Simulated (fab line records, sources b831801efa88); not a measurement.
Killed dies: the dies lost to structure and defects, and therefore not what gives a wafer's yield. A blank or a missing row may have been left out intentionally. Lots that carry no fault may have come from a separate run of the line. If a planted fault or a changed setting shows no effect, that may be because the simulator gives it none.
Which of the tools did it? + flow gf180mcu + Sampling: 6 lots, 18 wafers, 3 of 602 route steps

## WHAT EACH GAUGE READ, for each wafer
GF_POLY_GATE_THK_MEAS_01.
| lot  | measured     | on            | POLY_GATE_CVD_00_THK (nm) |
|------|--------------|---------------|---------------------------|
| L348 | day 9 03:34  | film_metro-04 | 198.1 199.0 200.0         |
| L350 | day 9 17:53  | film_metro-04 | 200.4 200.3 201.3         |
| L352 | day 10 15:53 | film_metro-04 | 201.3 200.9 201.4         |
| L354 | day 10 21:04 | film_metro-01 | 201.7 201.5 201.6         |
| L360 | day 12 15:41 | film_metro-01 | 273.8 270.9 272.9         |
| L367 | day 14 12:07 | film_metro-03 | 197.4 200.2 199.6         |

## WHAT TOOL EACH LOT RAN ON (gives the tool, then ch and the chambers of the sampled wafers, and finally the start)
| lot  | GF_VT_IMPLANT_STRIP_31               | GF_POLY_GATE_CVD_00         |
|------|--------------------------------------|-----------------------------|
| L348 | plasma_asher-04 ch 0, day 7 11:04    | lpcvd-02 ch 1, day 9 02:13  |
| L350 | plasma_asher-04 ch 0,1, day 7 23:41  | lpcvd-02 ch 1, day 9 16:34  |
| L352 | plasma_asher-04 ch 0,1, day 8 21:37  | lpcvd-01 ch 0, day 10 14:32 |
| L354 | plasma_asher-01 ch 0,1, day 9 02:22  | lpcvd-01 ch 0, day 10 19:44 |
| L360 | plasma_asher-03 ch 0,1, day 10 17:41 | lpcvd-02 ch 1, day 12 13:41 |
| L367 | plasma_asher-01 ch 0,1, day 12 14:37 | lpcvd-01 ch 0, day 14 10:47 |
- GF_VT_IMPLANT_STRIP_31: strips in O2/N2.
- GF_POLY_GATE_CVD_00: deposits poly-Si, target thk 200 nm, time 1200 s.

## THE ANSWER, worked out from the rows above alone
Rule: usual is defined by the lots themselves. The widest of any qualifying gaps counts: lots, ordered by their means at a reading, are off when they make up no more than a third of the lots, leave a main group of 4 or more, and stand apart from it by 3 or more times the standard deviation of that group's means. A main group is skipped when, at the precision printed for the reading in the tables above, its means are all equal. Also off: a lot with no number at a reading for which 4 or more lots have one. All remaining lots with rows at the step are treated as sound.
Off: at GF_POLY_GATE_THK_MEAS_01 (POLY_GATE_CVD_00_THK), L360. The main group: mean 200.3 nm, standard deviation 1.1.
A tool fits if, at a process step before that reading, it ran every lot that is off, and no sound lot after the first of them. Gauges at GF_POLY_GATE_THK_MEAS_01: tried the same way as those tools. Can't be told from this: 3 tools fit, plasma_asher-03 at GF_VT_IMPLANT_STRIP_31, lpcvd-02 at GF_POLY_GATE_CVD_00, film_metro-01 at GF_POLY_GATE_THK_MEAS_01.

## WHAT THE SIMULATOR HAD PUT IN
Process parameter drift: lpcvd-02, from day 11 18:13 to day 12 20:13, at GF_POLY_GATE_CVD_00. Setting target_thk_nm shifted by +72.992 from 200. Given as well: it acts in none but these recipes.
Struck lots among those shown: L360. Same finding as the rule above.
